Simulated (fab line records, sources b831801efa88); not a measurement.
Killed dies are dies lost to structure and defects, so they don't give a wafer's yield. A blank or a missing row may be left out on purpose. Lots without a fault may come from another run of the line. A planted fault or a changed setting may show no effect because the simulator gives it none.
Which tool did it? | flow sfq_line | 14 lots, 42 wafers sampled, at 3 steps of a route of 325

WHAT THE GAUGES READ, wafer by wafer
SFQ_I5_OVL_MEAS_936. Usual: I5_OVL 2 nm, standard deviation 5.9.
lot  | measured     | on         | I5_OVL (nm) | flag
L824 | day 59 19:31 | overlay-02 | 4 7 0       |
L825 | day 60 00:19 | overlay-02 | 2 0 -3      |
L826 | day 60 06:19 | overlay-02 | -8 -13 -4   |
L827 | day 60 11:05 | overlay-01 | 3 -2 1      |
L828 | day 60 14:41 | overlay-01 | 3 6 5       |
L831 | day 61 01:28 | overlay-02 | 1 5 5       |
L832 | day 63 06:40 | overlay-01 | 9 10 2      |
L837 | day 68 19:49 | overlay-01 | -3 1 0      |
L839 | day 69 05:25 | overlay-02 | 1 -2 -3     |
L843 | day 70 00:37 | overlay-02 | -3 0 -3     |
L844 | day 70 10:04 | overlay-02 | 10 11 10    |
L845 | day 70 17:16 | overlay-02 | 1 3 6       |
L846 | day 71 07:40 | overlay-01 | -5 -1 0     |
L847 | day 71 08:59 | overlay-01 | -4 -2 1     |

WHICH TOOL RAN EACH LOT (tool, then ch and the chambers of the sampled wafers, then the start)
lot  | SFQ_TRILAYER_R5_DEP_SPUTTER_133 | SFQ_TRILAYER_A5C_DEP_PECVD_142
L824 | pvd_sputter-04, day 50 07:11    | pecvd-02 ch 0,1,2, day 55 11:13
L825 | pvd_sputter-04, day 50 10:11    | pecvd-02 ch 0,1, day 55 15:59
L826 | pvd_sputter-06, day 50 13:11    | pecvd-04 ch 1,2, day 55 19:36
L827 | pvd_sputter-04, day 50 14:03    | pecvd-01 ch 0,1,2, day 55 21:59
L828 | pvd_sputter-06, day 55 15:56    | pecvd-02 ch 0,1,2, day 56 05:26
L831 | pvd_sputter-06, day 56 07:22    | pecvd-02 ch 1,2, day 56 10:49
L832 | pvd_sputter-03, day 57 01:01    | pecvd-02 ch 0,1,2, day 57 04:34
L837 | pvd_sputter-03, day 63 23:38    | pecvd-01 ch 0,1, day 64 19:01
L839 | pvd_sputter-06, day 65 03:07    | pecvd-01 ch 1,2, day 65 07:08
L843 | pvd_sputter-03, day 65 18:07    | pecvd-02 ch 0,1, day 66 00:33
L844 | pvd_sputter-03, day 66 09:20    | pecvd-01 ch 0,1,2, day 66 12:46
L845 | pvd_sputter-03, day 66 15:20    | pecvd-01 ch 0,1,2, day 67 09:47
L846 | pvd_sputter-03, day 67 00:07    | pecvd-02 ch 0,1,2, day 68 01:23
L847 | pvd_sputter-04, day 67 03:20    | pecvd-01 ch 0,1,2, day 68 06:11
- SFQ_TRILAYER_R5_DEP_SPUTTER_133: material MoNx, target thk 40 nm, time 66.7 s.
- SFQ_TRILAYER_A5C_DEP_PECVD_142: deposits SiO2 from SiH4/N2O, time 15.556 s, target thk 70 nm.

WHAT THE TOOLS THEMSELVES READ (means of the sampled wafers that have a number; where no wafer has one, the mark that the record gives instead)
SFQ_TRILAYER_R5_DEP_SPUTTER_133. Usual: throttle_valve_pct 29.7 %, standard deviation 1.2.
lot  | tool           | throttle_valve_pct (%) | flag
L824 | pvd_sputter-04 | 30.6                   |
L825 | pvd_sputter-04 | 30.4                   |
L826 | pvd_sputter-06 | 29.1                   |
L827 | pvd_sputter-04 | 31.2                   |
L828 | pvd_sputter-06 | 29.1                   |
L831 | pvd_sputter-06 | 30.0                   |
L832 | pvd_sputter-03 | 30.9                   |
L837 | pvd_sputter-03 | 30.5                   |
L839 | pvd_sputter-06 | 28.5                   |
L843 | pvd_sputter-03 | 31.4                   |
L844 | pvd_sputter-03 | 30.5                   |
L845 | pvd_sputter-03 | 30.9                   |
L846 | pvd_sputter-03 | 31.2                   |
L847 | pvd_sputter-04 | 30.4                   |

SFQ_TRILAYER_A5C_DEP_PECVD_142. Usual: heater_power_w 86 W, standard deviation 14; throttle_valve_pct 25.4 %, standard deviation 0.94.
lot  | tool     | heater_power_w (W) | throttle_valve_pct (%) | flag
L824 | pecvd-02 | 84                 | 25.2                   |
L825 | pecvd-02 | 88                 | 24.8                   |
L826 | pecvd-04 | 101                | 23.4                   |
L827 | pecvd-01 | 87                 | 26.1                   |
L828 | pecvd-02 | 83                 | 25.2                   |
L831 | pecvd-02 | 82                 | 25.6                   |
L832 | pecvd-02 | 88                 | 25.3                   |
L837 | pecvd-01 | 87                 | 26.0                   |
L839 | pecvd-01 | 90                 | 26.1                   |
L843 | pecvd-02 | 79                 | 25.6                   |
L844 | pecvd-01 | 80                 | 25.9                   |
L845 | pecvd-01 | 84                 | 25.9                   |
L846 | pecvd-02 | 89                 | 26.0                   |
L847 | pecvd-01 | 82                 | 26.2                   |

THE ANSWER, worked out from the rows above alone
Rule: a lot is off if the mean of its wafers that have a number lies more than 3 standard deviations from the usual mean. A lot without any number at a reading at which 4 lots or more have one is off too. The other lots that the step has rows for count as sound. The gauges are gone through in route order, then the tools' own readings, and for those a lot's mean is taken as printed above. The first step at which some lot is off is used, and at that step the reading that is off furthest; a lot without a number counts as furthest.
No lot is off at any reading shown: from this, nothing can be told.

WHAT THE SIMULATOR HAD PUT IN
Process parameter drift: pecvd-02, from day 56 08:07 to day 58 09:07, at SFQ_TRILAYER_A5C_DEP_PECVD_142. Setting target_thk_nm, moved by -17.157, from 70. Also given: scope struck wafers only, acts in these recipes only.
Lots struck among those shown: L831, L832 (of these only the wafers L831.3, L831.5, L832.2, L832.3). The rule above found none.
